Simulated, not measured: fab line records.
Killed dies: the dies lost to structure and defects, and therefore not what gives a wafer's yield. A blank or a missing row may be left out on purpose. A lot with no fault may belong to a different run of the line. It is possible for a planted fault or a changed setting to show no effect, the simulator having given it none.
Which tool did it? || flow sky130 || 24 lots, 72 wafers sampled, at 4 steps of a route of 708

## WHAT THE GAUGES SHOWED, per wafer
SKY_METAL2_RS_MEAS_05: the measuring method here is four-point-probe. Usual: METAL2_ALCU_RS 0.1260 ohm/sq, standard deviation 0.0014.
{"lot": "L074", "measured": "day 33 19:30", "on": "film-metro-03", "METAL2_ALCU_RS (ohm/sq)": "0.1240 0.1265 0.1253", "flag": ""}
{"lot": "L075", "measured": "day 33 23:14", "on": "film-metro-03", "METAL2_ALCU_RS (ohm/sq)": "0.1250 0.1274 0.1255", "flag": ""}
{"lot": "L076", "measured": "day 34 18:53", "on": "film-metro-03", "METAL2_ALCU_RS (ohm/sq)": "0.1240 0.1264 0.1258", "flag": ""}
{"lot": "L077", "measured": "day 34 21:31", "on": "film-metro-02", "METAL2_ALCU_RS (ohm/sq)": "0.1259 0.1267 0.1268", "flag": ""}
{"lot": "L078", "measured": "day 35 11:26", "on": "film-metro-03", "METAL2_ALCU_RS (ohm/sq)": "0.1226 0.1243 0.1247", "flag": ""}
{"lot": "L079", "measured": "day 36 02:01", "on": "film-metro-03", "METAL2_ALCU_RS (ohm/sq)": "0.1269 0.1271 0.1255", "flag": ""}
{"lot": "L080", "measured": "day 36 02:25", "on": "film-metro-03", "METAL2_ALCU_RS (ohm/sq)": "0.1261 0.1252 0.1249", "flag": ""}
{"lot": "L081", "measured": "day 36 04:22", "on": "film-metro-01", "METAL2_ALCU_RS (ohm/sq)": "0.1254 0.1273 0.1266", "flag": ""}
{"lot": "L082", "measured": "day 36 09:36", "on": "film-metro-03", "METAL2_ALCU_RS (ohm/sq)": "0.1279 0.1284 0.1262", "flag": ""}
{"lot": "L083", "measured": "day 36 22:49", "on": "film-metro-01", "METAL2_ALCU_RS (ohm/sq)": "0.1276 0.1273 0.1272", "flag": ""}
{"lot": "L084", "measured": "day 36 23:59", "on": "film-metro-03", "METAL2_ALCU_RS (ohm/sq)": "0.1241 0.1249 0.1260", "flag": ""}
{"lot": "L085", "measured": "day 37 09:15", "on": "film-metro-03", "METAL2_ALCU_RS (ohm/sq)": "0.1267 0.1280 0.1267", "flag": ""}
{"lot": "L086", "measured": "day 37 19:18", "on": "film-metro-02", "METAL2_ALCU_RS (ohm/sq)": "0.1277 0.1237 0.1260", "flag": ""}
{"lot": "L087", "measured": "day 38 02:50", "on": "film-metro-01", "METAL2_ALCU_RS (ohm/sq)": "0.1278 0.1270 0.1276", "flag": ""}
{"lot": "L088", "measured": "day 38 05:53", "on": "film-metro-03", "METAL2_ALCU_RS (ohm/sq)": "0.1253 0.1244 0.1229", "flag": ""}
{"lot": "L089", "measured": "day 38 15:56", "on": "film-metro-03", "METAL2_ALCU_RS (ohm/sq)": "0.1296 0.1270 0.1281", "flag": ""}
{"lot": "L090", "measured": "day 39 01:18", "on": "film-metro-02", "METAL2_ALCU_RS (ohm/sq)": "0.1252 0.1262 0.1263", "flag": ""}
{"lot": "L091", "measured": "day 39 11:40", "on": "film-metro-03", "METAL2_ALCU_RS (ohm/sq)": "0.1250 0.1267 0.1274", "flag": ""}
{"lot": "L092", "measured": "day 40 06:13", "on": "film-metro-01", "METAL2_ALCU_RS (ohm/sq)": "0.1232 0.1245 0.1260", "flag": ""}
{"lot": "L093", "measured": "day 40 06:58", "on": "film-metro-02", "METAL2_ALCU_RS (ohm/sq)": "0.1247 0.1251 0.1255", "flag": ""}
{"lot": "L095", "measured": "day 40 08:33", "on": "film-metro-03", "METAL2_ALCU_RS (ohm/sq)": "0.1268 0.1255 0.1271", "flag": ""}
{"lot": "L094", "measured": "day 40 09:56", "on": "film-metro-01", "METAL2_ALCU_RS (ohm/sq)": "0.1239 0.1244 0.1259", "flag": ""}
{"lot": "L096", "measured": "day 40 15:07", "on": "film-metro-03", "METAL2_ALCU_RS (ohm/sq)": "0.1261 0.1238 0.1253", "flag": ""}
{"lot": "L097", "measured": "day 41 00:24", "on": "film-metro-03", "METAL2_ALCU_RS (ohm/sq)": "0.1271 0.1273 0.1255", "flag": ""}

SKY_VIA2_THK_MEAS_01. Usual: VIA2_HDPCVD_THK 1176 nm, standard deviation 13.
{"lot": "L074", "measured": "day 34 23:16", "on": "film-metro-04", "VIA2_HDPCVD_THK (nm)": "1162 1169 1154", "flag": ""}
{"lot": "L075", "measured": "day 35 02:23", "on": "film-metro-03", "VIA2_HDPCVD_THK (nm)": "1182 1187 1189", "flag": ""}
{"lot": "L076", "measured": "day 35 21:41", "on": "film-metro-02", "VIA2_HDPCVD_THK (nm)": "1189 1199 1213", "flag": ""}
{"lot": "L077", "measured": "day 36 00:31", "on": "film-metro-03", "VIA2_HDPCVD_THK (nm)": "1188 1184 1183", "flag": ""}
{"lot": "L078", "measured": "day 36 15:25", "on": "film-metro-04", "VIA2_HDPCVD_THK (nm)": "1195 1183 1192", "flag": ""}
{"lot": "L079", "measured": "day 37 05:20", "on": "film-metro-02", "VIA2_HDPCVD_THK (nm)": "1167 1183 1187", "flag": ""}
{"lot": "L080", "measured": "day 37 05:55", "on": "film-metro-03", "VIA2_HDPCVD_THK (nm)": "1169 1188 1152", "flag": ""}
{"lot": "L081", "measured": "day 37 08:02", "on": "film-metro-04", "VIA2_HDPCVD_THK (nm)": "1191 1179 1184", "flag": ""}
{"lot": "L082", "measured": "day 37 12:06", "on": "film-metro-04", "VIA2_HDPCVD_THK (nm)": "1167 1173 1176", "flag": ""}
{"lot": "L083", "measured": "day 38 02:02", "on": "film-metro-02", "VIA2_HDPCVD_THK (nm)": "1167 1168 1178", "flag": ""}
{"lot": "L084", "measured": "day 38 02:37", "on": "film-metro-04", "VIA2_HDPCVD_THK (nm)": "1188 1153 1156", "flag": ""}
{"lot": "L085", "measured": "day 38 12:22", "on": "film-metro-03", "VIA2_HDPCVD_THK (nm)": "1167 1158 1175", "flag": ""}
{"lot": "L086", "measured": "day 38 21:38", "on": "film-metro-03", "VIA2_HDPCVD_THK (nm)": "1163 1164 1156", "flag": ""}
{"lot": "L087", "measured": "day 39 04:52", "on": "film-metro-03", "VIA2_HDPCVD_THK (nm)": "1179 1161 1178", "flag": ""}
{"lot": "L088", "measured": "day 39 08:13", "on": "film-metro-03", "VIA2_HDPCVD_THK (nm)": "1178 1171 1169", "flag": ""}
{"lot": "L089", "measured": "day 39 17:49", "on": "film-metro-04", "VIA2_HDPCVD_THK (nm)": "1186 1168 1186", "flag": ""}
{"lot": "L090", "measured": "day 40 03:00", "on": "film-metro-04", "VIA2_HDPCVD_THK (nm)": "1173 1182 1164", "flag": ""}
{"lot": "L091", "measured": "day 40 13:16", "on": "film-metro-02", "VIA2_HDPCVD_THK (nm)": "1173 1199 1191", "flag": ""}
{"lot": "L092", "measured": "day 41 07:33", "on": "film-metro-02", "VIA2_HDPCVD_THK (nm)": "1153 1195 1182", "flag": ""}
{"lot": "L093", "measured": "day 41 08:08", "on": "film-metro-04", "VIA2_HDPCVD_THK (nm)": "1169 1182 1163", "flag": ""}
{"lot": "L095", "measured": "day 41 09:35", "on": "film-metro-02", "VIA2_HDPCVD_THK (nm)": "1185 1163 1172", "flag": ""}
{"lot": "L094", "measured": "day 41 11:37", "on": "film-metro-02", "VIA2_HDPCVD_THK (nm)": "1184 1183 1171", "flag": ""}
{"lot": "L096", "measured": "day 41 16:10", "on": "film-metro-02", "VIA2_HDPCVD_THK (nm)": "1170 1165 1167", "flag": ""}
{"lot": "L097", "measured": "day 42 01:04", "on": "film-metro-04", "VIA2_HDPCVD_THK (nm)": "1161 1164 1189", "flag": ""}

SKY_CAPM_RS_MEAS_03: the measuring method here is four-point-probe. Usual: CAPM_TIN_RS 6.89 ohm/sq, standard deviation 0.064.
{"lot": "L074", "measured": "day 36 04:06", "on": "film-metro-04", "CAPM_TIN_RS (ohm/sq)": "6.84 6.87 6.78", "flag": ""}
{"lot": "L075", "measured": "day 36 07:25", "on": "film-metro-01", "CAPM_TIN_RS (ohm/sq)": "6.89 6.92 6.87", "flag": ""}
{"lot": "L076", "measured": "day 37 02:34", "on": "film-metro-01", "CAPM_TIN_RS (ohm/sq)": "7.01 7.06 6.94", "flag": ""}
{"lot": "L077", "measured": "day 37 05:16", "on": "film-metro-04", "CAPM_TIN_RS (ohm/sq)": "6.80 6.93 6.82", "flag": ""}
{"lot": "L078", "measured": "day 37 19:43", "on": "film-metro-01", "CAPM_TIN_RS (ohm/sq)": "6.87 6.85 6.76", "flag": ""}
{"lot": "L079", "measured": "day 38 09:52", "on": "film-metro-04", "CAPM_TIN_RS (ohm/sq)": "6.91 6.87 6.88", "flag": ""}
{"lot": "L080", "measured": "day 38 10:29", "on": "film-metro-01", "CAPM_TIN_RS (ohm/sq)": "6.97 6.98 6.94", "flag": ""}
{"lot": "L081", "measured": "day 38 12:43", "on": "film-metro-01", "CAPM_TIN_RS (ohm/sq)": "7.03 7.04 6.99", "flag": ""}
{"lot": "L082", "measured": "day 38 17:01", "on": "film-metro-03", "CAPM_TIN_RS (ohm/sq)": "6.85 6.84 6.87", "flag": ""}
{"lot": "L083", "measured": "day 39 04:58", "on": "film-metro-01", "CAPM_TIN_RS (ohm/sq)": "6.86 6.89 6.87", "flag": ""}
{"lot": "L084", "measured": "day 39 06:07", "on": "film-metro-04", "CAPM_TIN_RS (ohm/sq)": "6.84 6.90 6.80", "flag": ""}
{"lot": "L085", "measured": "day 39 14:56", "on": "film-metro-04", "CAPM_TIN_RS (ohm/sq)": "6.78 6.83 6.76", "flag": ""}
{"lot": "L086", "measured": "day 40 00:41", "on": "film-metro-03", "CAPM_TIN_RS (ohm/sq)": "6.93 6.99 7.01", "flag": ""}
{"lot": "L087", "measured": "day 40 08:01", "on": "film-metro-04", "CAPM_TIN_RS (ohm/sq)": "6.97 6.97 7.01", "flag": ""}
{"lot": "L088", "measured": "day 40 11:31", "on": "film-metro-03", "CAPM_TIN_RS (ohm/sq)": "6.79 6.85 6.86", "flag": ""}
{"lot": "L089", "measured": "day 40 20:52", "on": "film-metro-03", "CAPM_TIN_RS (ohm/sq)": "6.99 6.94 6.97", "flag": ""}
{"lot": "L090", "measured": "day 41 05:22", "on": "film-metro-04", "CAPM_TIN_RS (ohm/sq)": "6.88 6.89 6.85", "flag": ""}
{"lot": "L091", "measured": "day 41 15:39", "on": "film-metro-03", "CAPM_TIN_RS (ohm/sq)": "6.89 6.88 6.85", "flag": ""}
{"lot": "L092", "measured": "day 42 08:29", "on": "film-metro-03", "CAPM_TIN_RS (ohm/sq)": "6.89 6.86 6.91", "flag": ""}
{"lot": "L093", "measured": "day 42 10:07", "on": "film-metro-03", "CAPM_TIN_RS (ohm/sq)": "6.90 6.92 6.95", "flag": ""}
{"lot": "L095", "measured": "day 42 11:16", "on": "film-metro-04", "CAPM_TIN_RS (ohm/sq)": "6.85 6.90 6.84", "flag": ""}
{"lot": "L094", "measured": "day 42 13:57", "on": "film-metro-01", "CAPM_TIN_RS (ohm/sq)": "6.93 6.97 6.98", "flag": ""}
{"lot": "L096", "measured": "day 42 18:22", "on": "film-metro-01", "CAPM_TIN_RS (ohm/sq)": "6.99 6.92 6.87", "flag": ""}
{"lot": "L097", "measured": "day 43 01:58", "on": "film-metro-01", "CAPM_TIN_RS (ohm/sq)": "6.81 6.85 6.86", "flag": ""}

## WHICH TOOL RAN EACH LOT (tool, then ch and the chambers of the sampled wafers, then the start)
{"lot": "L074", "SKY_METAL2_DESCUM_17": "rie-metal-04 ch 0,1, day 34 22:13"}
{"lot": "L075", "SKY_METAL2_DESCUM_17": "rie-metal-01 ch 0,1, day 35 01:23"}
{"lot": "L076", "SKY_METAL2_DESCUM_17": "rie-metal-01 ch 0,1, day 35 20:46"}
{"lot": "L077", "SKY_METAL2_DESCUM_17": "rie-metal-02 ch 0,1, day 35 23:37"}
{"lot": "L078", "SKY_METAL2_DESCUM_17": "rie-metal-01 ch 0,1, day 36 14:05"}
{"lot": "L079", "SKY_METAL2_DESCUM_17": "rie-metal-02 ch 1, day 37 04:25"}
{"lot": "L080", "SKY_METAL2_DESCUM_17": "rie-metal-01 ch 0,1, day 37 04:57"}
{"lot": "L081", "SKY_METAL2_DESCUM_17": "rie-metal-04 ch 0,1, day 37 07:07"}
{"lot": "L082", "SKY_METAL2_DESCUM_17": "rie-metal-02 ch 0,1, day 37 11:10"}
{"lot": "L083", "SKY_METAL2_DESCUM_17": "rie-metal-04 ch 0,1, day 38 01:05"}
{"lot": "L084", "SKY_METAL2_DESCUM_17": "rie-metal-01 ch 0,1, day 38 01:43"}
{"lot": "L085", "SKY_METAL2_DESCUM_17": "rie-metal-04 ch 0,1, day 38 11:24"}
{"lot": "L086", "SKY_METAL2_DESCUM_17": "rie-metal-01 ch 1, day 38 20:44"}
{"lot": "L087", "SKY_METAL2_DESCUM_17": "rie-metal-04 ch 0,1, day 39 03:58"}
{"lot": "L088", "SKY_METAL2_DESCUM_17": "rie-metal-04 ch 0, day 39 07:19"}
{"lot": "L089", "SKY_METAL2_DESCUM_17": "rie-metal-01 ch 0,1, day 39 16:55"}
{"lot": "L090", "SKY_METAL2_DESCUM_17": "rie-metal-01 ch 0,1, day 40 02:05"}
{"lot": "L091", "SKY_METAL2_DESCUM_17": "rie-metal-01 ch 0,1, day 40 12:21"}
{"lot": "L092", "SKY_METAL2_DESCUM_17": "rie-metal-01 ch 0,1, day 41 06:34"}
{"lot": "L093", "SKY_METAL2_DESCUM_17": "rie-metal-02 ch 0,1, day 41 07:11"}
{"lot": "L095", "SKY_METAL2_DESCUM_17": "rie-metal-02 ch 0,1, day 41 08:41"}
{"lot": "L094", "SKY_METAL2_DESCUM_17": "rie-metal-04 ch 0,1, day 41 10:43"}
{"lot": "L096", "SKY_METAL2_DESCUM_17": "rie-metal-04 ch 1, day 41 15:16"}
{"lot": "L097", "SKY_METAL2_DESCUM_17": "rie-metal-02 ch 0,1, day 42 00:10"}
- SKY_METAL2_DESCUM_17: chemistry O2, time 8 s.

## AS READ BY THE TOOLS THEMSELVES (means over the sampled wafers that have a number; for cases with no such wafer, the mark the record gives instead)
SKY_METAL2_DESCUM_17. Usual: drypump-motor-current-A 5.8 A, standard deviation 0.35; oes-product-au 1.004 a.u., standard deviation 0.0074.
{"lot": "L074", "tool": "rie-metal-04", "drypump-motor-current-A (A)": 5.8, "oes-product-au (a.u.)": 1.002, "flag": ""}
{"lot": "L075", "tool": "rie-metal-01", "drypump-motor-current-A (A)": 5.9, "oes-product-au (a.u.)": 1.001, "flag": ""}
{"lot": "L076", "tool": "rie-metal-01", "drypump-motor-current-A (A)": 5.9, "oes-product-au (a.u.)": 0.996, "flag": ""}
{"lot": "L077", "tool": "rie-metal-02", "drypump-motor-current-A (A)": 5.3, "oes-product-au (a.u.)": 0.998, "flag": ""}
{"lot": "L078", "tool": "rie-metal-01", "drypump-motor-current-A (A)": 5.9, "oes-product-au (a.u.)": 1.003, "flag": ""}
{"lot": "L079", "tool": "rie-metal-02", "drypump-motor-current-A (A)": 5.6, "oes-product-au (a.u.)": 1.002, "flag": ""}
{"lot": "L080", "tool": "rie-metal-01", "drypump-motor-current-A (A)": 5.9, "oes-product-au (a.u.)": 1.002, "flag": ""}
{"lot": "L081", "tool": "rie-metal-04", "drypump-motor-current-A (A)": 5.9, "oes-product-au (a.u.)": 1.005, "flag": ""}
{"lot": "L082", "tool": "rie-metal-02", "drypump-motor-current-A (A)": 5.4, "oes-product-au (a.u.)": 1.002, "flag": ""}
{"lot": "L083", "tool": "rie-metal-04", "drypump-motor-current-A (A)": 5.8, "oes-product-au (a.u.)": 1.006, "flag": ""}
{"lot": "L084", "tool": "rie-metal-01", "drypump-motor-current-A (A)": 5.9, "oes-product-au (a.u.)": 1.003, "flag": ""}
{"lot": "L085", "tool": "rie-metal-04", "drypump-motor-current-A (A)": 5.8, "oes-product-au (a.u.)": 1.012, "flag": ""}
{"lot": "L086", "tool": "rie-metal-01", "drypump-motor-current-A (A)": 5.8, "oes-product-au (a.u.)": 1.018, "flag": ""}
{"lot": "L087", "tool": "rie-metal-04", "drypump-motor-current-A (A)": 5.8, "oes-product-au (a.u.)": 1.008, "flag": ""}
{"lot": "L088", "tool": "rie-metal-04", "drypump-motor-current-A (A)": 6.0, "oes-product-au (a.u.)": 1.002, "flag": ""}
{"lot": "L089", "tool": "rie-metal-01", "drypump-motor-current-A (A)": 5.9, "oes-product-au (a.u.)": 1.004, "flag": ""}
{"lot": "L090", "tool": "rie-metal-01", "drypump-motor-current-A (A)": 5.9, "oes-product-au (a.u.)": 1.003, "flag": ""}
{"lot": "L091", "tool": "rie-metal-01", "drypump-motor-current-A (A)": 6.1, "oes-product-au (a.u.)": 0.998, "flag": ""}
{"lot": "L092", "tool": "rie-metal-01", "drypump-motor-current-A (A)": 6.1, "oes-product-au (a.u.)": 1.005, "flag": ""}
{"lot": "L093", "tool": "rie-metal-02", "drypump-motor-current-A (A)": 5.4, "oes-product-au (a.u.)": 1.009, "flag": ""}
{"lot": "L095", "tool": "rie-metal-02", "drypump-motor-current-A (A)": 5.3, "oes-product-au (a.u.)": 1.007, "flag": ""}
{"lot": "L094", "tool": "rie-metal-04", "drypump-motor-current-A (A)": 5.8, "oes-product-au (a.u.)": 1.005, "flag": ""}
{"lot": "L096", "tool": "rie-metal-04", "drypump-motor-current-A (A)": 5.7, "oes-product-au (a.u.)": 1.020, "flag": ""}
{"lot": "L097", "tool": "rie-metal-02", "drypump-motor-current-A (A)": 5.4, "oes-product-au (a.u.)": 0.990, "flag": ""}

## THE ANSWER, worked out from the rows above alone
Rule: a lot is off if the mean of its wafers that have a number lies more than 3 standard deviations from the usual mean. Also off: a lot with no number at a reading for which 4 or more lots have one. Any other lot the step has rows for is counted as sound. First the gauges in route order, then the tools' own readings, where a lot's mean is used as printed above. The first step at which some lot is off is used, and at that step the reading that is off furthest; a lot without a number counts as furthest.
No lot is off on any of the readings shown, so nothing can be concluded from this.

## WHAT THE SIMULATOR PUT IN
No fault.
